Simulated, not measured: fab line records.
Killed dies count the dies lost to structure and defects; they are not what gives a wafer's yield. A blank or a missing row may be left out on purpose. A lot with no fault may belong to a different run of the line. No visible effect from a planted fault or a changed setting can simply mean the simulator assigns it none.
Comparing a struck lot with a sound one + flow sky130 + 19 out of 708 route steps
Sound: wafers L362.3, L362.5, L362.6. Wafers L350.4, L350.5, L350.6 were the ones struck. At the end, the cause is stated.
For every step that has rows: the tool of each side, followed by ch and its chambers, followed by its first start. Under that, the readings that differ: sound wafers + struck wafers + difference of the means + sigmas: that difference in standard deviations of wafers without a fault.
alike: readings with means less than 2 such deviations apart, plus words and numbers identical on both sides. not compared: withheld readings, readings lacking a value on some wafer, bounds such as >300 that could conceal the same value, and numbers that have no deviation in the record and whose values overlap.
The two part at a step that has a row with sigmas, a row that says differs or no value, or rows on one side only. Non-overlapping numbers with no deviation appear without sigmas and do not part them. Lack of a reading on every wafer of one side parts them only where that side has two or more wafers.

first, 1 step without rows for these wafers: SKY_LDD_HVP_IMPLANT_08.
SKY_LDD_HVP_STRIP_09: strips in O2/N2.
  sound on plasma_asher-01 ch 0,1, day 26 18:59; struck on plasma_asher-01 ch 0,1, day 21 19:22
  alike: drypump_motor_current_A, oes_product_au, strip_time_to_endpoint_s
  not compared: rf_hours_counter_h
SKY_LDD_HVP_TW_MEAS_10:
  sound on film_metro-03, day 26 19:04; struck on film_metro-02, day 21 19:28
  alike: LDD_HVP_TW
then, 7 steps without rows for these wafers: SKY_LDD_LDN_DEHYDRATE_00 (time 60 s); SKY_LDD_LDN_HMDS_01 (prime time 60 s); SKY_LDD_LDN_COAT_02 (resist thk 1140 nm); SKY_LDD_LDN_SOFTBAKE_03 (time 60 s); SKY_LDD_LDN_EXPOSE_04 (exposes mask LDNTM, target cd 700 nm); SKY_LDD_LDN_PEB_05; SKY_LDD_LDN_DEVELOP_06 (develop time 60 s).
SKY_LDD_LDN_OVL_MEAS_07:
  sound on overlay-02, day 27 23:37; struck on overlay-02, day 23 02:07
  alike: LDD_LDN_OVL
following that, these wafers have no rows for 1 step: SKY_LDD_LDN_IMPLANT_08.
SKY_LDD_LDN_IMPLANT_09:
  sound on implanter-04 ch 0, day 27 23:50; struck on implanter-03 ch 0, day 23 02:58
  alike: faraday_current_uA
then, 2 steps without rows for these wafers: SKY_LDD_LDN_IMPLANT_10; SKY_LDD_LDN_IMPLANT_11.
SKY_LDD_LDN_STRIP_12: strips in O2/N2.
  sound on plasma_asher-01 ch 0,1, day 28 00:17; struck on plasma_asher-04 ch 0,1, day 23 03:22
  alike: drypump_motor_current_A, oes_product_au, strip_time_to_endpoint_s
  not compared: rf_hours_counter_h
SKY_LDD_LDN_TW_MEAS_13:
  sound on film_metro-02, day 28 00:22; struck on film_metro-03, day 23 03:29
| reading    | sound          | struck         | difference | sigmas |
|------------|----------------|----------------|------------|--------|
| LDD_LDN_TW | 1478 1484 1479 | 1592 1592 1587 | +110       | +15    |
then, 1 step without rows for these wafers: SKY_LDD_LDN_CLEAN_14 (cleans in SC1/SC2, time 150 s).
-- record jumps: 23 days separate the struck wafers' starts on either side; left off in module LDD_LDN, taken up again in module PAD_OPEN, whose first shown step is the route's number 708 --
SKY_PAD_OPEN_PROBE_99:
  sound on prober-01, day 49 06:33; struck on prober-02, day 46 00:58
| reading                         | sound          | struck         | difference | sigmas |
|---------------------------------|----------------|----------------|------------|--------|
| model.etest.tip_sonos.rs_ohm_sq | 2784 2805 2825 | 2336 2340 2316 | -474       |        |
  alike: killed_at_M0_to_M3, killed_at_M4_up, killed_at_contacts, killed_at_front_end, killed_at_other, killed_dies, killed_open, killed_short

== WHERE THEY PART ==
Only at SKY_LDD_LDN_TW_MEAS_13, as far as this record shows. Later steps at which nothing parts them and some readings are alike: SKY_PAD_OPEN_PROBE_99.

WHY: what had been put in by the simulator
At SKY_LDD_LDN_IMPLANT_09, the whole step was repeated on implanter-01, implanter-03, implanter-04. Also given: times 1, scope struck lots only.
